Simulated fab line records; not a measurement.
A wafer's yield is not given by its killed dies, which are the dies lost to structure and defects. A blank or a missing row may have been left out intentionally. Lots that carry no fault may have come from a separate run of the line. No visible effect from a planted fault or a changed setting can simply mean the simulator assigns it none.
fab line records ; flow gf180mcu
record: lots: 6; wafers: 18; last_day: 34
route steps=602 shown VT_IMPLANT@93
lots untouched by any fault: they come from a run of this same line in which no faults occurred
start_h: the number of hours between the record's first day and the start of the first shown wafer of the lot ; wait_h: hours elapsed since this lot's preceding step ; " same as the row above ; L1.1+2: a single row standing in for several wafers ; - no value present, or no start provided ; * or withheld: withheld ; < > ~ a bound
route shown NAME@n: NAME is a module with steps in the file, n the number in the route of the first one ; usual: mean and standard deviation over wafers with no fault ; same: alike in all rows ; chamber/n: place in a boat ; sites: the reading at each site ; _std_site: standard deviation across them ; _edge_site: the outer-site mean with the inner-site mean subtracted ; radius_mm: for every site, how far away it sits from the centre of the wafer ; mask NAME#n: copy n ; behind: the most recent tool/chamber to have shaped the wafer ; hold: why the lot was held/for how many hours/how that ended ; device: which transistor (n, p or np) failed to switch ; end of line: at the end of the route, the tests of the same wafers ; where a step has no rows: the recipe by itself ; killed: at the first sort, the dies lost to defects and structure; wafer yield is something else ; map: dies across one wafer; x = killed, . = not, _ = none there
set.NAME: the run value of the setting; set.NAME@STEP: its run value at that earlier step ; model.NAME: the simulator's own value behind a step, which no gauge read
certain route steps with their lots: each step a table, each wafer a row
services: a tool's chamber out of use, with start hour (start_h, from the record's first day; less than 0 if before it), hours out, and reason
== steps ==
step: GF_VT_IMPLANT_SOFTBAKE_03
recipe: temp_c: 90; time_s: 60; resist: NOVOLAK
step: GF_VT_IMPLANT_EXPOSE_04
recipe: mask_id: LVPWELL_LV_AREA; target_cd_nm: 600; na: 0.6; source_shape: conventional; sigma_outer: 0.6; dose_mj: 140
step: GF_VT_IMPLANT_PEB_05
recipe: temp_c: withheld; time_s: *; resist: NOVOLAK
step: GF_VT_IMPLANT_DEVELOP_06
recipe: develop_time_s: 60; dev_temp_c: 23
step: GF_VT_IMPLANT_OVL_MEAS_07
usual: VT_IMPLANT_OVL: -0.2/1.3
lot.wafer;tool;chamber;start_h;wait_h;VT_IMPLANT_OVL[nm]
L234.2;overlay-02;-;165.57;0.1;0.6
L234.4;overlay-02;-;165.57;0.1;-0.9
L234.5;overlay-02;-;165.57;0.1;-2.0
L235.2;overlay-01;-;165.76;0.1;-0.4
L235.3;overlay-01;-;165.76;0.1;-2.2
L235.4;overlay-01;-;165.76;0.1;0.0
L242.4;overlay-02;-;203.76;0.1;-0.7
L242.5;overlay-02;-;203.76;0.1;-0.6
L242.6;overlay-02;-;203.76;0.1;-0.2
L243.4;overlay-01;-;213.38;0.1;1.9
L243.5;overlay-01;-;213.38;0.1;1.2
L243.6;overlay-01;-;213.38;0.1;-0.1
L245.1;overlay-02;-;225.24;0.1;-2.0
L245.5;overlay-02;-;225.24;0.1;0.3
L245.6;overlay-02;-;225.24;0.1;-1.0
L247.2;overlay-02;-;239.62;0.1;-0.8
L247.3;overlay-02;-;239.62;0.1;-1.5
L247.4;overlay-02;-;239.62;0.1;1.8
step: GF_VT_IMPLANT_IMPLANT_08
recipe: species: BF2; energy_kev: 20; dose_cm2: 8.29e+12; tilt_deg: 7
step: GF_VT_IMPLANT_STRIP_09
recipe: chemistry: O2/N2; power_w: 1400; pressure_mtorr: 1500; platen_temp_c: 250; o2_flow_sccm: 3000; n2_flow_sccm: 300; overash_fraction: 0.5
usual: chamber_pressure_mTorr: 1499.9/1.5; drypump_motor_current_A: 5.6/0.47; heater_power_w: 342/42; o2_flow_sccm: 3001/9.9; oes_product_au: 0.716/0.005; strip_time_to_endpoint_s: 12.63/0.033
same: overash_fraction: 0.5
lot.wafer;tool;chamber;start_h;wait_h;chamber_pressure_mTorr;drypump_motor_current_A;heater_power_w;o2_flow_sccm;oes_product_au;rf_hours_counter_h;strip_time_to_endpoint_s
L234.2;plasma_asher-01;0;165.75;0.1;1498.8;5.9;312;3016;0.710;49;12.62
L234.4;plasma_asher-01;1;165.75;0.1;1501.3;5.7;349;2995;0.712;-;12.63
L234.5;plasma_asher-01;1;165.75;0.1;1500.3;5.7;347;2989;0.717;-;12.62
L235.2;plasma_asher-03;0;165.94;0.1;1499.5;6.0;407;3003;0.714;52;12.66
L235.3;plasma_asher-03;1;165.94;0.1;1501.2;4.8;297;2993;0.713;-;12.65
L235.4;plasma_asher-03;0;165.94;0.1;1500.5;6.0;399;3012;0.714;-;12.65
L242.4;plasma_asher-03;0;203.96;0.1;1500.6;6.0;405;3021;0.713;-;12.66
L242.5;plasma_asher-03;1;203.96;0.1;1499.0;4.9;294;3002;0.717;-;12.68
L242.6;plasma_asher-03;0;203.96;0.1;1499.9;5.9;396;3008;0.721;-;12.67
L243.4;plasma_asher-01;1;213.58;0.1;1498.7;5.7;360;3001;0.712;-;12.67
L243.5;plasma_asher-01;0;213.58;0.1;1500.8;5.9;305;2996;0.706;-;12.71
L243.6;plasma_asher-01;1;213.58;0.1;1500.2;5.7;356;2999;0.721;-;12.63
L245.1;plasma_asher-01;1;225.43;0.1;1500.8;5.8;358;2987;0.723;56;12.62
L245.5;plasma_asher-01;0;225.43;0.1;1501.5;5.9;309;3006;0.708;-;12.62
L245.6;plasma_asher-01;1;225.43;0.1;1500.2;5.7;351;2983;0.727;-;12.63
L247.2;plasma_asher-03;1;239.80;0.1;1498.8;4.9;301;3012;0.715;61;12.68
L247.3;plasma_asher-03;1;239.80;0.1;1498.6;4.8;302;3011;0.716;-;12.67
L247.4;plasma_asher-03;0;239.80;0.1;1500.3;6.0;400;3008;0.712;-;12.66
step: GF_VT_IMPLANT_TW_MEAS_10
usual: VT_IMPLANT_TW: 564/4.8
lot.wafer;tool;chamber;start_h;wait_h;VT_IMPLANT_TW
L234.2;film_metro-02;-;165.86;0.1;564
L234.4;film_metro-02;-;165.86;0.1;562
L234.5;film_metro-02;-;165.86;0.1;560
L235.2;film_metro-03;-;166.05;0.1;562
L235.3;film_metro-03;-;166.05;0.1;564
L235.4;film_metro-03;-;166.05;0.1;564
L242.4;film_metro-02;-;204.06;0.1;562
L242.5;film_metro-02;-;204.06;0.1;563
L242.6;film_metro-02;-;204.06;0.1;560
L243.4;film_metro-03;-;213.68;0.1;558
L243.5;film_metro-03;-;213.68;0.1;559
L243.6;film_metro-03;-;213.68;0.1;556
L245.1;film_metro-04;-;225.53;0.1;571
L245.5;film_metro-04;-;225.53;0.1;569
L245.6;film_metro-04;-;225.53;0.1;569
L247.2;film_metro-02;-;239.91;0.1;563
L247.3;film_metro-02;-;239.91;0.1;560
L247.4;film_metro-02;-;239.91;0.1;566
step: GF_VT_IMPLANT_DEHYDRATE_11
recipe: temp_c: 200; time_s: 60
step: GF_VT_IMPLANT_HMDS_12
recipe: prime_time_s: 60; prime_temp_c: 120
step: GF_VT_IMPLANT_COAT_13
recipe: resist: NOVOLAK; spin_rpm: 3000; resist_thk_nm: 1000
step: GF_VT_IMPLANT_SOFTBAKE_14
recipe: temp_c: 90; time_s: 60; resist: NOVOLAK
step: GF_VT_IMPLANT_EXPOSE_15
recipe: mask_id: Nwell_LV_AREA; target_cd_nm: 860; na: 0.6; source_shape: conventional; sigma_outer: 0.6; dose_mj: 140
usual: exposure_dose_mJ_cm2: 140.00/0.14; focus_offset_nm: 0.1/0.48
lot.wafer;tool;chamber;start_h;wait_h;mask;exposure_dose_mJ_cm2;focus_offset_nm;model.VT_IMPLANT.overlay_y_nm
L234.2;iline_stepper-01;0;174.95;-;Nwell_LV_AREA#0;140.14;-0.8;0.3293
L234.4;iline_stepper-01;0;174.95;-;Nwell_LV_AREA#0;140.10;0.1;0.3293
L234.5;iline_stepper-01;0;174.95;-;Nwell_LV_AREA#0;140.00;0.6;0.3293
L235.2;iline_stepper-01;0;175.07;-;Nwell_LV_AREA#0;140.10;0.3;-0.1256
L235.3;iline_stepper-01;0;175.07;-;Nwell_LV_AREA#0;139.92;-0.1;-0.1256
L235.4;iline_stepper-01;0;175.07;-;Nwell_LV_AREA#0;140.11;0.1;-0.1256
L242.4;iline_stepper-01;-;212.99;-;Nwell_LV_AREA#0;-;-;0.1576
L242.5;iline_stepper-01;-;212.99;-;Nwell_LV_AREA#0;-;-;0.1576
L242.6;iline_stepper-01;-;212.99;-;Nwell_LV_AREA#0;-;-;0.1576
L243.4;iline_stepper-01;-;223.21;-;Nwell_LV_AREA#0;-;-;-2.127
L243.5;iline_stepper-01;-;223.21;-;Nwell_LV_AREA#0;-;-;-2.127
L243.6;iline_stepper-01;-;223.21;-;Nwell_LV_AREA#0;-;-;-2.127
L245.1;iline_stepper-02;0;235.51;-;Nwell_LV_AREA#0;140.06;0.2;-0.7345
L245.5;iline_stepper-02;0;235.51;-;Nwell_LV_AREA#0;140.10;0.5;-0.7345
L245.6;iline_stepper-02;0;235.51;-;Nwell_LV_AREA#0;140.09;0.3;-0.7345
L247.2;iline_stepper-02;0;249.43;-;Nwell_LV_AREA#0;140.08;0.1;-0.356
L247.3;iline_stepper-02;0;249.43;-;Nwell_LV_AREA#0;140.12;0.1;-0.356
L247.4;iline_stepper-02;0;249.43;-;Nwell_LV_AREA#0;139.93;-0.4;-0.356
step: GF_VT_IMPLANT_PEB_16
recipe: temp_c: withheld; time_s: *; resist: NOVOLAK
== services ==
tool;chamber;start_h;hours;kind
iline_stepper-01;-;156.24;1.7;pm
iline_stepper-02;-;218.61;9.3;repair
iline_stepper-01;0;218.70;-;calibration
iline_stepper-01;-;236.74;2.7;repair
iline_stepper-01;-;237.91;14.2;repair
== key ==
first_sign: step: GF_VT_IMPLANT_EXPOSE_15; reading: tool_record; direction: missing
effect none on later readings
model_effect: step: GF_VT_IMPLANT_EXPOSE_15; value: VT_IMPLANT.overlay_y_nm; without: -0.09479; struck: -0.9847
met_at GF_VT_IMPLANT_EXPOSE_15
struck_wafers L242.4,L242.5,L242.6,L243.4,L243.5,L243.6
later_rows_left_out L242.4,L242.5,L242.6,L243.4,L243.5,L243.6
sort_left_out L242.4,L242.5,L242.6,L243.4,L243.5,L243.6
tester_left_out L242,L243
onset_between 175.07 212.99
fault: kind: skipped_step_whole; tool: iline_stepper-01; chamber: -; onset_h: 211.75; steps: GF_VT_IMPLANT_EXPOSE_15; scope: struck_lots_only
tester_left_out: of these lots the tester's yield and bins aren't shown, on N5 and GAA mostly nor the transistor test; their killed dies are dies lost to structure and defects alone, not to doping, threshold or leakage, so they don't give the yield
sort_left_out: the simulated sort isn't trusted on such a fault, so these wafers' sort isn't shown, and their yield isn't known
later_rows_left_out: the simulator's readings of these wafers behind a module that went badly wrong aren't trusted and aren't shown, but for the sort
